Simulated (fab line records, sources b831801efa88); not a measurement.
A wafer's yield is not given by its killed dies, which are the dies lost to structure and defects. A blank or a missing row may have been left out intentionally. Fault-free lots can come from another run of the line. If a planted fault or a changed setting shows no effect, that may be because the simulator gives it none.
Split-lot trial    flow gf180mcu    23 wafers read across 5 lots, on a route 602 steps long

## THE SPLIT
At GF_M3_SPUTTER_02 (material AlCu, target thk 450 nm, time 23.9 s), the setting time-s was moved away from the recipe's 23.9 s on 4 of the 23 wafers read, by -10.1% to -9.4%. All remaining wafers had this setting at the recipe value.

## FROM THE SPLIT TO THE READING: what the file shows between them, 3 steps
- GF_M3_SPUTTER_04: material TiN, target thk 50 nm, time 41.7 s (also split here: time-s)
- GF_M3_RS_MEAS_05: measures by four-point-probe
- GF_M3_THK_MEAS_06: measures by xrf

## THE READING
oes-product-au, in a.u., at GF_M3_METAL_ETCH_16 (etches the open film in Cl2/BCl3, stops on SiO2, target depth 627.5 nm, time 104.6 s). A value of 0.970 a.u. with a standard deviation of 0.0057 a.u. is what fault-free wafers of this fab line usually give.

wafer   tool, chamber at the split  time-s as run, s  against the recipe  oes-product-au, a.u.  against lot-mates on the recipe
L074.1  pvd-sputter-01, -           23.9              recipe              0.970                 -
L074.2  pvd-sputter-01, -           21.65             -9.4%               0.934                 -0.039
L074.3  pvd-sputter-01, -           23.9              recipe              0.976                 -
L074.4  pvd-sputter-01, -           23.9              recipe              0.973                 -
L074.5  pvd-sputter-01, -           21.65             -9.4%               0.933                 -0.040
L078.1  pvd-sputter-03, -           23.9              recipe              0.964                 -
L078.3  pvd-sputter-03, -           23.9              recipe              0.967                 -
L078.4  pvd-sputter-03, -           23.9              recipe              0.976                 -
L078.5  pvd-sputter-03, -           23.9              recipe              0.959                 -
L078.6  pvd-sputter-03, -           23.9              recipe              0.965                 -
L082.1  pvd-sputter-03, -           21.48             -10.1%              0.938                 -0.033
L082.3  pvd-sputter-03, -           21.48             -10.1%              0.932                 -0.039
L082.4  pvd-sputter-03, -           23.9              recipe              0.963                 -
L082.5  pvd-sputter-03, -           23.9              recipe              0.980                 -
L082.6  pvd-sputter-03, -           23.9              recipe              0.971                 -
L084.1  pvd-sputter-04, -           23.9              recipe              0.964                 -
L084.3  pvd-sputter-04, -           23.9              recipe              0.964                 -
L084.4  pvd-sputter-04, -           23.9              recipe              0.972                 -
L084.5  pvd-sputter-04, -           23.9              recipe              0.961                 -
L084.6  pvd-sputter-04, -           23.9              recipe              0.963                 -
L085.3  pvd-sputter-03, -           23.9              recipe              0.981                 -
L085.5  pvd-sputter-03, -           23.9              recipe              0.971                 -
L085.6  pvd-sputter-03, -           23.9              recipe              0.972                 -

FIT RESULTS
A straight line over all 23 wafers: oes-product-au changes by +0.00355 a.u. for each +1% of time-s; r = +0.92; the points scatter about the line by 0.0061 a.u.
The same after taking each lot's own level away (the mean of its wafers on the recipe; 23 wafers): +0.00387 a.u. for each +1%; r = +0.95; scatter 0.0049 a.u.
According to that fit, moving time-s by its largest amount changes the reading by 0.039 a.u.
From 0.9648 to 0.9747 a.u.: that is the span of the lots' own levels, equal to 1.7 times the standard deviation above.
The two slopes agree, so the slope changes little with the lot-to-lot level.
Check: with one of the wafers moved furthest among these (-10.1%) left out of the fit, the line predicts -0.0413 a.u. for it against its lot-mates. It came out at -0.0333 a.u. against them.

## ADDITIONAL SPLITS CARRIED BY THESE WAFERS
These wafers also went through other splits before the reading. Each is held against what the fit with the lots' levels taken away leaves over:
other split on the same wafers        wafers away from the commonest value  r with oes-product-au (lot level and that fit taken away)
GF_V1_PEB_12 peb-temp-c               5                                     -0.18
GF_V1_SPUTTER_21 power-w              8                                     +0.27
GF_M2_SPUTTER_00 chamber-pressure-pa  15                                    -0.04
GF_V2_CMP_04 leave-above-ref-nm       10                                    -0.14
GF_V2_PEB_12 peb-time-s               9                                     -0.24
GF_V2_ETCH_16 ion-energy-ev           10                                    -0.09
GF_M3_SPUTTER_04 time-s               10                                    +0.39

## THE WHOLE CHAIN: every reading that the file lists as answering this split, in the file's order
step                 what it does                                                                          reading                                                                        change (the file's fit)                    r (the file's)
GF_M3_SPUTTER_02     material AlCu, target thk 450 nm, time 23.9 s                                         AlCu_of_M3_SPUTTER_02.thk-nm (the simulator's own value, which no gauge read)  +4.6 nm for each +1% of the setting        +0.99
GF_M3_RS_MEAS_05     measures by four-point-probe                                                          M3_ALCU_RS                                                                     -0.000799 for each +1% of the setting      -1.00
GF_M3_THK_MEAS_06    measures by xrf                                                                       M3_ALCU_THK                                                                    +4.57 for each +1% of the setting          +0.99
GF_M3_METAL_ETCH_16  etches the open film in Cl2/BCl3, stops on SiO2, target depth 627.5 nm, time 104.6 s  oes-product-au                                                                 +0.00389 a.u. for each +1% of the setting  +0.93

## THE FILE'S OWN FIT
oes-product-au changes by +0.00389 a.u. for each +1% of time-s, r = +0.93.
